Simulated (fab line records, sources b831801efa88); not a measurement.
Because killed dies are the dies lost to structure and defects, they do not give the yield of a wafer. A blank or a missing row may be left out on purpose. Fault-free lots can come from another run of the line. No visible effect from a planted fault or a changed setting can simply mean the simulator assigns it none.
A struck lot beside a sound one	flow sfq-line	42 steps out of a route of 325
Sound: wafers L123.1, L123.2, L123.6. Struck: wafer L132.3 (L132.4, L132.6, from the same lot, were not struck and are left out); the cause is given at the end.
Order at every step that has rows: each side's tool, ch and its chambers, its first start. Under that, the readings that differ: sound wafers	struck wafers	difference of the means	sigmas: that difference in standard deviations of wafers without a fault.
alike: a reading whose means differ by less than 2 such deviations, as well as words and numbers matching on both sides. not compared: withheld readings; readings where some wafer has no value; bounds like >300 that might hide an equal value; numbers whose values overlap and for which the record gives no deviation.
The two part at a step that has a row with sigmas, a row that says differs or no value, or rows on one side only. When numbers do not overlap yet have no deviation, they are printed without sigmas and do not part them. A reading that every wafer of one side lacks parts them only if that side has two wafers or more.

first, 6 steps without rows for these wafers: SFQ_TRILAYER_M4_LITHO_COAT_098 (resist thk 62 nm); SFQ_TRILAYER_M4_LITHO_COAT_093 (resist thk 600 nm); SFQ_TRILAYER_M4_LITHO_SOFTBAKE_097; SFQ_TRILAYER_M4_LITHO_EXPOSE_094 (exposes mask M4, target cd 500 nm); SFQ_TRILAYER_M4_LITHO_PEB_096 (peb time 60 s); SFQ_TRILAYER_M4_LITHO_DEVELOP_095 (time 60 s).
SFQ_M4_OVL_MEAS_926:
  sound on overlay-02 at day 48 09:13; struck on overlay-02 at day 50 16:20
  alike: M4_OVL
then, 2 steps without rows for these wafers: SFQ_TRILAYER_M4_BARC_OPEN_METAL_ETCH_123 (etches BARC in O2, target depth 125 nm, time 41.7 s); SFQ_TRILAYER_M4_ETCH_METAL_ETCH_096 (etches Nb in Cl2/Ar, stops on SiO2, target depth 240 nm, time 120 s).
SFQ_TRILAYER_M4_STRIP_STRIP_097: strips in O2.
  sound on rie-metal-02 ch 0,1, day 48 09:27; struck on rie-metal-04 ch 0, day 50 16:45
reading	sound	struck	difference	sigmas
drypump-motor-current-A (A)	6.4 6.2 6.2	5.2	-1.1	-3
oes-product-au (a.u.)	0.986 0.990 0.988	1.020	+0.032	+3
  not compared: rf-hours-counter-h
then, 2 steps without rows for these wafers: SFQ_TRILAYER_M4_STRIP_SOLV_CLEAN_098 (cleans in NMP, time 600 s); SFQ_TRILAYER_I4_DEP_PECVD_099 (deposits SiO2 from SiH4/N2O, time 111.11 s, target thk 500 nm).
SFQ_TRILAYER_I4_CMP_CMP_100: polishes SiO2.
  sound on cmp-02 ch 0,2,3, day 49 05:20; struck on cmp-02 ch 0, day 50 22:19
reading	sound	struck	difference	sigmas
model.SiO2_of_TRILAYER_I4_DEP_PECVD_099.thk-nm (nm)	200.8 199.2 200.4	178.4	-21.7	
  alike: motor-current-A, platen-rpm, time-to-endpoint-s
SFQ_I4_BOW_MEAS_927:
  sound on film-metro-03 at day 49 07:50; struck on film-metro-02 at day 51 01:10
  not compared: I4_BOW
SFQ_TRILAYER_I4_METRO_MEASURE_101:
  sound on film-metro-03 at day 49 07:57; struck on film-metro-02 at day 51 06:28
reading	sound	struck	difference	sigmas
thk-nm (nm)	200.9 199.1 200.5	178.4	-21.8	-22
then, 6 steps without rows for these wafers: SFQ_TRILAYER_I4_VIA_LITHO_COAT_108 (resist thk 62 nm); SFQ_TRILAYER_I4_VIA_LITHO_COAT_103 (resist thk 650 nm); SFQ_TRILAYER_I4_VIA_LITHO_SOFTBAKE_107; SFQ_TRILAYER_I4_VIA_LITHO_EXPOSE_104 (exposes mask I4, target cd 700 nm); SFQ_TRILAYER_I4_VIA_LITHO_PEB_106 (peb time 60 s); SFQ_TRILAYER_I4_VIA_LITHO_DEVELOP_105 (time 60 s).
-- the record jumps here: 4 days lie between the struck wafers' starts before and after --
SFQ_I4_OVL_MEAS_928:
  sound on overlay-01 at day 49 11:32; struck on overlay-02 at day 55 12:21
  alike: I4_OVL
SFQ_TRILAYER_I4_VIA_BARC_OPEN_VIA_ETCH_146: etches BARC in O2, target depth 125 nm, time 41.7 s.
  sound on rie-diel-03 ch 0,1,2, day 49 11:34; struck on rie-diel-03 ch 3, day 55 12:22
  alike: drypump-motor-current-A, oes-product-au
  not compared: rf-hours-counter-h
SFQ_TRILAYER_I4_VIA_ETCH_VIA_ETCH_106: etches SiO2 in CHF3, stops on Nb, target depth 260 nm.
  sound on rie-diel-03 ch 0,1,2, day 49 11:36; struck on rie-diel-03 ch 3, day 55 12:25
reading	sound	struck	difference	sigmas
oes-product-au (a.u.)	0.858 0.861 0.855	0.800	-0.058	-11
model.I4.feature-depth-nm (nm)	200.8 199.2 200.4	178.4	-21.7	
model.etch.depth-nm (nm)	200.8 199.2 200.4	178.4	-21.7	
  alike: drypump-motor-current-A
then, 3 steps without rows for these wafers: SFQ_TRILAYER_I4_VIA_STRIP_STRIP_107 (strips in O2); SFQ_TRILAYER_I4_VIA_STRIP_SOLV_CLEAN_108 (cleans in NMP, time 600 s); SFQ_TRILAYER_JJ_TRILAYER_DEP_PRE_CLEAN_113 (time 22.5 s).
SFQ_TRILAYER_JJ_TRILAYER_DEP_SPUTTER_109: material Nb, target thk 150 nm, time 100 s.
  sound on pvd-sputter-05 at day 49 12:31; struck on pvd-sputter-03 at day 55 13:21
  alike: throttle-valve-pct
then, 2 steps without rows for these wafers: SFQ_TRILAYER_JJ_TRILAYER_DEP_SPUTTER_110 (material Al, target thk 8 nm, time 10 s); SFQ_TRILAYER_JJ_TRILAYER_DEP_AL_OXIDATION_111 (oxidation time 600 s).
SFQ_TRILAYER_JJ_TRILAYER_DEP_SPUTTER_112: material Nb, target thk 170 nm, time 113.3 s.
  sound on pvd-sputter-05 at day 49 13:37; struck on pvd-sputter-03 at day 55 14:26
  alike: throttle-valve-pct
SFQ_JJ_RS_MEAS_929: measures by four-point-probe.
  sound on film-metro-02 at day 49 13:41; struck on film-metro-02 at day 55 14:34
  alike: JJ_NB_RS
then, 6 steps without rows for these wafers: SFQ_TRILAYER_JJ_CE_LITHO_COAT_119 (resist thk 62 nm); SFQ_TRILAYER_JJ_CE_LITHO_COAT_114 (resist thk 600 nm); SFQ_TRILAYER_JJ_CE_LITHO_SOFTBAKE_118; SFQ_TRILAYER_JJ_CE_LITHO_EXPOSE_115 (exposes mask J5, target cd 700 nm); SFQ_TRILAYER_JJ_CE_LITHO_PEB_117 (peb time 60 s); SFQ_TRILAYER_JJ_CE_LITHO_DEVELOP_116 (time 60 s).
SFQ_JJ_OVL_MEAS_931:
  sound on overlay-01 at day 49 18:44; struck on overlay-01 at day 55 18:09
  alike: J5_OVL
next, for these wafers, 1 step has no rows: SFQ_TRILAYER_JJ_CE_METRO_MEASURE_117.
SFQ_TRILAYER_JJ_CE_BARC_OPEN_RIE_150: chemistry O2, target BARC, target depth 240 nm, time 80 s.
  sound on rie-metal-02 ch 0,1, day 49 19:58; struck on rie-metal-03 ch 1, day 55 19:24
  alike: drypump-motor-current-A, oes-product-au
  not compared: rf-hours-counter-h
SFQ_TRILAYER_M5_ETCH_METAL_ETCH_126: etches Nb in Cl2/BCl3, stops on SiO2, time 203.2 s, target depth 265 nm.
  sound on rie-metal-01 ch 0,1, day 50 16:37; struck on rie-metal-02 ch 0, day 56 02:21
reading	sound	struck	difference	sigmas
drypump-motor-current-A (A)	5.8 5.7 5.7	6.4	+0.7	+2
model.SiO2_of_TRILAYER_I4_DEP_PECVD_099.thk-nm (nm)	180.8 179.1 180.5	158.7	-21.4	
  alike: oes-product-au
  not compared: rf-hours-counter-h

== WHERE THEY PART ==
Earliest at SFQ_TRILAYER_M4_STRIP_STRIP_097; latest, in this record, at SFQ_TRILAYER_M5_ETCH_METAL_ETCH_126.

WHY: what had been put in by the simulator
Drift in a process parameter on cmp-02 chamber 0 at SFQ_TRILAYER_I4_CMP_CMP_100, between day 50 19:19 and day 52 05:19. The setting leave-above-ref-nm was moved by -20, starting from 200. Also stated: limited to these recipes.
